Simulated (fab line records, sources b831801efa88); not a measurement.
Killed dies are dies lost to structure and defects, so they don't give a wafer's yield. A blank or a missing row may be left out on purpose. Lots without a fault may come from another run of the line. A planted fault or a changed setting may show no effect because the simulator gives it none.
Which tool did it? | flow gf180mcu | 12 lots, 36 wafers sampled, at 1 step of a route of 602

WHAT THE GAUGES READ, wafer by wafer
GF_V2_CD_MEAS_14: target cd 260 nm.
lot  | measured     | on        | cd_nm (nm)
L643 | day 19 14:01 | cd_sem-01 | 260.0 260.3 261.6
L645 | day 20 12:20 | cd_sem-02 | 259.8 260.9 261.0
L648 | day 22 05:12 | cd_sem-01 | 260.1 259.9 260.5
L650 | day 22 22:18 | cd_sem-02 | 258.4 258.0 259.3
L652 | day 24 04:31 | cd_sem-01 | 257.8 258.5 259.8
L653 | day 24 14:01 | cd_sem-02 | 260.3 260.9 259.8
L654 | day 24 15:21 | cd_sem-01 | 260.3 261.3 260.8
L656 | day 25 12:13 | cd_sem-02 | 259.1 260.5 259.0
L661 | day 26 15:06 | cd_sem-02 | 258.7 257.8 258.0
L662 | day 26 19:03 | cd_sem-01 | 260.1 259.1 259.2
L665 | day 27 10:25 | cd_sem-02 | 258.0 257.2 258.8
L666 | day 27 17:42 | cd_sem-01 | 261.4 261.8 261.6

WHICH TOOL RAN EACH LOT (tool, then ch and the chambers of the sampled wafers, then the start)
The record holds no process step before these readings.

WHAT THE TOOLS THEMSELVES READ (means of the sampled wafers that have a number; where no wafer has one, the mark that the record gives instead)
The record holds no such reading with a usual standard deviation.

THE ANSWER, worked out from the rows above alone
Rule: what is usual is taken from the lots themselves. Put in order of their means at a reading, lots are off if they are a third of the lots or fewer, leave a main group of 4 or more, and stand apart from it by a gap of 3 or more times the standard deviation of the main group's means; of several such gaps the widest counts. A main group whose means are all the same, to the digits that the tables above print for the reading, isn't used. A lot without any number at a reading at which 4 lots or more have one is off too. The other lots that the step has rows for count as sound. The gauges are gone through in route order, then the tools' own readings, and for those a lot's mean is taken as printed above. The first step at which some lot is off is used, and at that step the reading that is off furthest; a lot without a number counts as furthest.
No lot is off at any reading shown: from this, nothing can be told.

WHAT THE SIMULATOR HAD PUT IN
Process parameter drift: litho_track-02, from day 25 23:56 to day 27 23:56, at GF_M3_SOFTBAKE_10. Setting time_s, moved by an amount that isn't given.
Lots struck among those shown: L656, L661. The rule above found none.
